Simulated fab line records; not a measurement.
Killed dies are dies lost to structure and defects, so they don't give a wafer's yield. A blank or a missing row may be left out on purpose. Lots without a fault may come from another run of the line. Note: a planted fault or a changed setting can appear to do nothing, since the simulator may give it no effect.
fab line records | flow sky130
record: lots: 12 wafers: 36 last_day: 50
route steps=708 shown SD_N@356 LOCAL_INTERCONNECT@400 CONTACT@410 PAD_OPEN@708
lots that met no fault: taken from a fault-free run of the same line
start_h: hours from the record's opening day to when the first of the lot's shown wafers began | wait_h: hours since the lot's step before | " repeats the value in the row above | L1.1+2: several wafers, shown together as one row | - value missing, or start not given | * or withheld: withheld | < > ~ a bound
route shown NAME@n: names a module that has steps shown in the file, with the first one's number in the route | usual: the fault-free wafers' mean and standard deviation | same: alike in all rows | chamber/n: place in a boat | sites: readings site by site | _std_site: their standard deviation | _edge_site: inner sites' mean taken away from outer sites' mean | radius_mm: how far each site lies from the wafer's centre | mask NAME#n: copy n | behind: the tool/chamber that last shaped the wafer | hold: reason for holding the lot/hours on hold/outcome of the hold | device: transistor that didn't switch, given as n, p or np | end of line: the tests these same wafers got at the end of their route | a step without rows: its recipe alone | killed: at the first sort, the dies lost to defects and structure; wafer yield is something else | map: the dies of a wafer, with x for killed, . for not killed, _ for no die there
set.NAME: the run value of the setting; set.NAME@STEP: its run value at that earlier step | model.NAME: the simulator's own value behind a step, which no gauge read
the route's steps for a sample of lots (tables are steps, rows are wafers)
services: a tool's chamber out of use, with start hour (start_h, from the record's first day; less than 0 if before it), hours out, and reason
== steps ==
step: SKY_SD_N_RTA_14
recipe: temp_c: 1075 time_s: 2 idle_temp_c: 650 ramp_up_c_per_s: 150 ramp_down_c_per_s: 90 ambient: N2
usual: anneal_temp_c_max: 1082.5/2.6 lamp_power_pct: 15.74/0.05 ramp_down_c_per_s: 90.000/0.015 wafer_temp_C_max: 1078.0/1.3
columns lot.wafer tool chamber start_h wait_h anneal_temp_c_max lamp_power_pct ramp_down_c_per_s wafer_temp_C_max
L542.1 rtp_anneal-01 0 635.60 0.0 1085.3 15.78 89.997 1076.4
L542.4 " 0 " " 1084.0 15.69 90.009 1080.6
L542.5 " 0 " " 1083.1 15.79 90.020 1078.1
L544.1 rtp_anneal-02 0 671.20 0.0 1082.1 15.73 90.001 1080.0
L544.2 " 0 " " 1079.3 15.69 90.014 1079.7
L544.6 " 0 " " 1078.3 15.77 89.998 1077.0
L546.1 rtp_anneal-02 0 680.69 0.0 1079.7 15.69 89.968 1079.8
L546.2 " 0 " " 1080.3 15.77 89.999 1077.8
L546.5 " 0 " " 1079.3 15.78 89.999 1076.8
L547.1 rtp_anneal-01 0 691.58 0.0 1085.0 15.79 89.997 1079.8
L547.3 " 0 " " 1085.6 15.68 89.999 1079.4
L547.6 " 0 " " 1084.9 15.78 90.030 1077.0
L548.1 rtp_anneal-02 0 703.41 0.0 1081.5 15.76 90.001 1078.5
L548.4 " 0 " " 1080.2 15.76 89.995 1077.9
L548.6 " 0 " " 1079.5 15.75 89.994 1077.4
L549.2 rtp_anneal-01 0 708.81 0.0 1083.5 15.62 90.009 1077.3
L549.5 " 0 " " 1084.4 15.59 89.984 1076.8
L549.6 " 0 " " 1086.4 15.74 90.013 1075.4
L554.1 rtp_anneal-01 0 739.45 0.0 1082.4 15.70 90.008 1076.3
L554.2 " 0 " " 1082.9 15.81 89.972 1078.4
L554.5 " 0 " " 1088.6 15.77 90.008 1077.2
L555.2 rtp_anneal-01 0 755.01 0.0 1083.4 15.75 90.009 1078.4
L555.3 " 0 " " 1083.0 15.78 89.997 1078.7
L555.6 " 0 " " 1084.7 15.71 90.023 1079.1
L559.1 rtp_anneal-01 0 788.33 0.0 1084.9 15.75 90.002 1078.7
L559.5 " 0 " " 1082.3 15.75 89.981 1076.3
L559.6 " 0 " " 1085.1 15.71 90.002 1077.8
L560.2 rtp_anneal-02 0 792.06 0.0 1079.6 15.73 90.016 1079.0
L560.4 " 0 " " 1081.7 15.73 89.978 1076.9
L560.5 " 0 " " 1081.6 15.83 89.992 1078.3
L561.1 rtp_anneal-01 0 817.54 0.0 1084.9 15.72 89.990 1078.5
L561.2 " 0 " " 1086.9 15.82 89.984 1080.1
L561.6 " 0 " " 1084.5 15.76 90.002 1077.8
L565.2 rtp_anneal-01 0 835.06 0.0 1086.5 15.69 89.970 1075.8
L565.4 " 0 " " 1083.8 15.66 90.000 1078.3
L565.5 " 0 " " 1084.9 15.68 89.991 1077.6
step: SKY_LOCAL_INTERCONNECT_ETCH_13
recipe: chemistry: N2/H2 target: BARC ion_energy_ev: 200 bias_w: 100 pressure_mtorr: 30 n2_flow_sccm: 100 h2_flow_sccm: 200 icp_w: 500 stop_on: SiO2 time_s: 45.9 target_depth_a: 600
usual: drypump_motor_current_A: 6.19/0.17 he_backside_leak_sccm: 3.4/0.34 oes_product_au: 0.855/0.0047 throttle_valve_pct: 13.225/0.009
columns lot.wafer tool chamber start_h wait_h drypump_motor_current_A he_backside_leak_sccm oes_product_au rf_hours_counter_h throttle_valve_pct
L542.1 rie_metal-04 0 694.68 0.0 6.08 3.5 0.852 9 13.213
L542.4 " 1 " " 6.34 3.3 0.853 - 13.241
L542.5 " 1 " " 6.33 3.4 0.860 - 13.216
L544.1 rie_metal-01 1 729.26 0.0 6.28 3.3 0.854 10 13.222
L544.2 " 0 " " 6.29 3.3 0.853 6 13.233
L544.6 " 0 " " 6.29 3.3 0.857 - 13.233
L546.1 rie_metal-04 0 737.23 0.0 6.12 3.7 0.860 11 13.231
L546.2 " 1 " " 6.35 3.3 0.858 13 13.234
L546.5 " 1 " " 6.36 3.4 0.853 - 13.225
L547.1 rie_metal-02 1 746.53 0.0 6.33 3.2 0.861 5 13.220
L547.3 " 1 " " 6.32 3.3 0.854 - 13.233
L547.6 " 1 " " 6.33 3.2 0.848 - 13.226
L548.1 rie_metal-02 1 760.47 0.0 6.31 3.2 0.854 5 13.218
L548.4 " 0 " " 5.90 3.3 0.856 - 13.225
L548.6 " 1 " " 6.34 3.1 0.861 - 13.210
L549.2 rie_metal-04 1 767.07 0.0 6.33 3.3 0.857 14 13.221
L549.5 " 0 " " 6.09 3.6 0.862 - 13.231
L549.6 " 1 " " 6.35 3.5 0.859 - 13.226
L554.1 rie_metal-02 0 795.73 0.0 5.90 3.3 0.862 12 13.218
L554.2 " 1 " " 6.31 3.3 0.869 6 13.220
L554.5 " 1 " " 6.33 3.3 0.858 - 13.208
L555.2 rie_metal-02 0 810.36 0.0 5.89 3.4 0.853 12 13.217
L555.3 " 1 " " 6.28 3.0 0.858 - 13.216
L555.6 " 1 " " 6.32 3.0 0.851 - 13.207
L559.1 rie_metal-01 0 844.32 0.0 6.32 3.4 0.854 10 13.223
L559.5 " 0 " " 6.30 3.4 0.859 - 13.206
L559.6 " 1 " " 6.29 3.4 0.852 - 13.232
L560.2 rie_metal-01 0 847.93 0.0 6.31 3.4 0.850 10 13.215
L560.4 " 1 " " 6.29 3.3 0.856 - 13.226
L560.5 " 1 " " 6.28 3.4 0.863 - 13.223
L561.1 rie_metal-04 1 872.43 0.0 6.36 3.2 0.857 2 13.229
L561.2 " 0 " " 6.09 3.6 0.849 17 13.224
L561.6 " 1 " " 6.35 3.4 0.847 - 13.227
L565.2 rie_metal-01 0 889.33 0.0 6.30 3.3 0.854 - 13.220
L565.4 " 0 " " 6.28 3.3 0.863 - 13.219
L565.5 " 0 " " 6.26 6.3 0.865 - 13.239
step: SKY_LOCAL_INTERCONNECT_STRIP_16
recipe: chemistry: post_etch_residue_remover time_s: 1200 temp_c: 72.5
usual: bath_guard_temp_C: 72.6/0.68 bath_heat_duty_pct: 14.7/1.3
columns lot.wafer tool chamber start_h wait_h bath_guard_temp_C bath_heat_duty_pct
L542.1 wet_bench-03 1 694.89 0.1 72.8 15.3
L542.4 " 1 " " 73.2 14.5
L542.5 " 1 " " 73.1 14.9
L544.1 wet_bench-04 3 729.47 0.1 71.9 15.6
L544.2 " 3 " " 71.9 14.4
L544.6 " 3 " " 71.9 13.8
L546.1 wet_bench-03 0 737.44 0.1 71.5 11.5
L546.2 " 0 " " 71.4 14.1
L546.5 " 0 " " 71.7 12.4
L547.1 wet_bench-04 0 746.74 0.1 72.7 18.0
L547.3 " 0 " " 72.8 15.7
L547.6 " 0 " " 73.0 16.1
L548.1 wet_bench-04 3 760.69 0.1 72.4 12.9
L548.4 " 3 " " 72.3 13.3
L548.6 " 3 " " 72.1 15.2
L549.2 wet_bench-04 3 767.29 0.1 71.7 14.4
L549.5 " 3 " " 71.9 13.5
L549.6 " 3 " " 72.1 13.5
L554.1 wet_bench-01 0 795.94 0.1 73.2 14.3
L554.2 " 0 " " 73.2 14.0
L554.5 " 0 " " 73.2 15.0
L555.2 wet_bench-03 2 810.58 0.1 71.7 14.8
L555.3 " 2 " " 71.8 14.2
L555.6 " 2 " " 71.7 13.4
L559.1 wet_bench-03 2 844.54 0.1 - -
L559.5 " 2 " " - -
L559.6 " 2 " " - -
L560.2 wet_bench-03 0 848.14 0.1 - -
L560.4 " 0 " " - -
L560.5 " 0 " " - -
L561.1 wet_bench-04 0 872.64 0.1 - -
L561.2 " 0 " " - -
L561.6 " 0 " " - -
L565.2 wet_bench-01 1 889.64 0.1 73.2 14.0
L565.4 " 1 " " 73.1 14.1
L565.5 " 1 " " 73.1 14.2
step: SKY_CONTACT_CMP_04
recipe: material: SiO2 down_force_psi: 4 platen_rpm: 60 pad_velocity_m_s: 0.94248
usual: motor_current_A: 11.1/1.2 time_to_endpoint_s: 81/3.5
columns lot.wafer tool chamber start_h wait_h motor_current_A time_to_endpoint_s
L542.4 cmp-02 0 695.61 0.0 12.7 77
L542.1 " 1 " " 12.6 80
L542.5 " 1 " " 11.7 79
L544.1 cmp-01 1 730.26 0.1 10.9 82
L544.2 " 3 " " 12.7 83
L544.6 " 0 " " 11.3 85
L546.2 cmp-02 2 738.16 0.0 8.1 74
L546.1 " 0 " " 11.7 75
L546.5 " 3 " " 11.1 77
L547.1 cmp-01 3 747.46 0.1 12.3 82
L547.3 " 0 " " 11.3 83
L547.6 " 3 " " 11.7 86
L548.4 cmp-02 2 761.40 0.0 8.5 81
L548.1 " 3 " " 10.5 81
L548.6 " 3 " " 11.7 82
L549.2 cmp-01 0 768.06 0.1 11.4 81
L549.6 " 3 " " 11.4 78
L549.5 " 0 " " 11.1 78
L554.1 cmp-01 0 796.75 0.1 11.7 86
L554.2 " 2 " " 10.1 84
L554.5 " 3 " " 11.9 84
L555.2 cmp-02 3 811.31 0.0 10.5 73
L555.3 " 1 " " 12.2 78
L555.6 " 3 " " 11.1 79
L559.1 cmp-01 2 845.35 0.1 9.8 79
L559.5 " 0 " " 10.9 88
L559.6 " 1 " " 11.2 78
L560.2 cmp-01 2 848.94 0.1 10.0 82
L560.4 " 3 " " 11.9 83
L560.5 " 2 " " 9.8 80
L561.2 cmp-01 0 873.46 0.1 11.1 81
L561.1 " 1 " " 10.6 81
L561.6 " 2 " " 9.8 83
L565.2 cmp-01 2 890.51 0.0 9.5 80
L565.4 " 3 " " 12.4 78
L565.5 " 2 " " 9.4 78
step: SKY_PAD_OPEN_PROBE_99
usual: killed_at_M0_to_M3: 45/6.8 killed_at_M4_up: 3.2/1.6 killed_at_contacts: 24/5.1 killed_at_front_end: 14/4.4 killed_at_other: 0.4/0.65 killed_dies: 87/8.8 killed_open: 47/7.2 killed_short: 39/6.1
same: gross_dies: 492 killed_at_back_side: 0
columns lot.wafer tool chamber start_h wait_h killed_at_M0_to_M3 killed_at_M4_up killed_at_contacts killed_at_front_end killed_at_other killed_dies killed_open killed_short
L549.2 prober-01 - 1120.45 0.1 38 2 20 19 0 79 38 41
L549.5 prober-01 - 1120.60 0.2 52 2 20 7 1 82 52 28
L549.6 prober-01 - 1120.65 0.2 48 3 22 18 0 91 45 46
L559.1 prober-01 - 1174.47 0.1 41 5 27 15 0 88 44 44
L559.5 prober-01 - 1174.67 0.2 46 5 18 10 0 79 39 39
L561.1 prober-01 - 1193.47 0.1 49 3 16 14 0 82 45 37
L561.2 prober-01 - 1193.52 0.1 51 2 24 18 0 95 58 37
L561.6 prober-01 - 1193.72 0.2 44 2 28 17 0 91 44 47
killed by level:class
L549.2 METAL1:geometric_particle:short=9 CONTACT:geometric_particle:open=8 FIELD_ISO:geometric_particle:short=5 FIELD_ISO:geometric_particle:open=5 LI_CONTACT:geometric_particle:open=5 VIA1:geometric_particle:open=5 VIA2:geometric_particle:short=5 VIA3:geometric_particle:open=5
L549.5 VIA1:geometric_particle:open=17 LI_CONTACT:geometric_particle:open=8 VIA3:geometric_particle:open=8 METAL1:geometric_particle:short=7 CONTACT:geometric_particle:open=6 VIA2:geometric_particle:open=6 POLY_GATE:geometric_particle:short=3 CONTACT:geometric_particle:short=3
L549.6 VIA1:geometric_particle:open=12 FIELD_ISO:geometric_particle:short=8 VIA1:geometric_particle:short=8 CONTACT:geometric_particle:short=7 METAL2:geometric_particle:short=7 LI_CONTACT:geometric_particle:open=6 CONTACT:geometric_particle:open=6 METAL1:geometric_particle:short=5
L559.1 CONTACT:geometric_particle:open=8 VIA2:geometric_particle:open=8 CONTACT:geometric_particle:short=7 LI_CONTACT:geometric_particle:open=7 METAL1:geometric_particle:short=6 VIA3:geometric_particle:short=6 VIA1:geometric_particle:open=5 METAL2:geometric_particle:short=5
L559.5 VIA1:geometric_particle:open=9 LI_CONTACT:geometric_particle:open=8 METAL1:geometric_particle:short=7 VIA2:geometric_particle:open=6 VIA1:geometric_particle:short=6 METAL2:geometric_particle:short=5 METAL4:geometric_particle:short=5 FIELD_ISO:geometric_particle:open=4
L561.1 VIA1:geometric_particle:open=12 VIA2:geometric_particle:open=9 METAL1:geometric_particle:short=7 CONTACT:geometric_particle:open=6 VIA3:geometric_particle:open=6 POLY_GATE:geometric_particle:short=5 POLY_GATE:geometric_particle:open=4 LI_CONTACT:geometric_particle:open=4
L561.2 VIA1:geometric_particle:open=13 CONTACT:geometric_particle:open=11 METAL2:geometric_particle:short=7 LI_CONTACT:geometric_particle:open=6 VIA3:geometric_particle:open=6 METAL1:geometric_particle:short=5 VIA2:geometric_particle:open=5 FIELD_ISO:geometric_particle:open=4
L561.6 VIA1:geometric_particle:open=12 CONTACT:geometric_particle:open=10 METAL1:geometric_particle:short=8 LOCAL_INTERCONNECT:geometric_particle:short=7 POLY_GATE:geometric_particle:short=6 VIA3:geometric_particle:open=6 FIELD_ISO:geometric_particle:short=5 LI_CONTACT:geometric_particle:open=4
== services ==
columns tool chamber start_h hours kind
rie_metal-04 0 612.99 4.5 repair
cmp-02 - 633.05 2.4 repair
cmp-02 - 639.66 0.4 repair
rie_metal-04 - 649.96 14.6 pm
cmp-02 - 657.03 5.6 repair
cmp-02 - 677.18 0.9 repair
rtp_anneal-01 - 683.40 4.8 pm
rtp_anneal-02 - 693.67 3.5 pm
rie_metal-02 - 700.93 0.1 repair
cmp-01 - 702.33 0.9 repair
cmp-02 - 705.38 0.3 repair
cmp-01 - 710.76 6.4 repair
cmp-02 - 744.00 4.0 pm
cmp-02 - 747.50 1.2 repair
rie_metal-04 - 762.89 2.8 pm
rie_metal-01 0 769.01 2.5 repair
cmp-02 - 782.22 17.9 pm
rie_metal-01 - 797.92 2.1 repair
cmp-02 - 800.61 0.6 repair
wet_bench-03 - 818.57 2.8 repair
cmp-02 - 852.34 0.8 repair
rie_metal-01 - 864.28 18.1 repair
cmp-02 - 864.46 4.5 pm
rie_metal-01 1 873.02 81.6 repair
== key ==
first_sign: step: SKY_LOCAL_INTERCONNECT_STRIP_16 reading: tool_record direction: missing
effect none on later readings
met_at SKY_LOCAL_INTERCONNECT_STRIP_16
struck_lots L559,L560,L561
tester_left_out L559,L560,L561
not_acting_at SKY_SD_N_RTA_14,SKY_LOCAL_INTERCONNECT_ETCH_13,SKY_CONTACT_CMP_04
onset_between 810.58 844.54
fault: kind: skipped_step_whole tool: wet_bench-03,wet_bench-04 chamber: - onset_h: 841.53 steps: SKY_LOCAL_INTERCONNECT_STRIP_16 scope: struck_lots_only
tester_left_out: of these lots the tester's yield and bins aren't shown, on N5 and GAA mostly nor the transistor test; their killed dies are dies lost to structure and defects alone, not to doping, threshold or leakage, so they don't give the yield
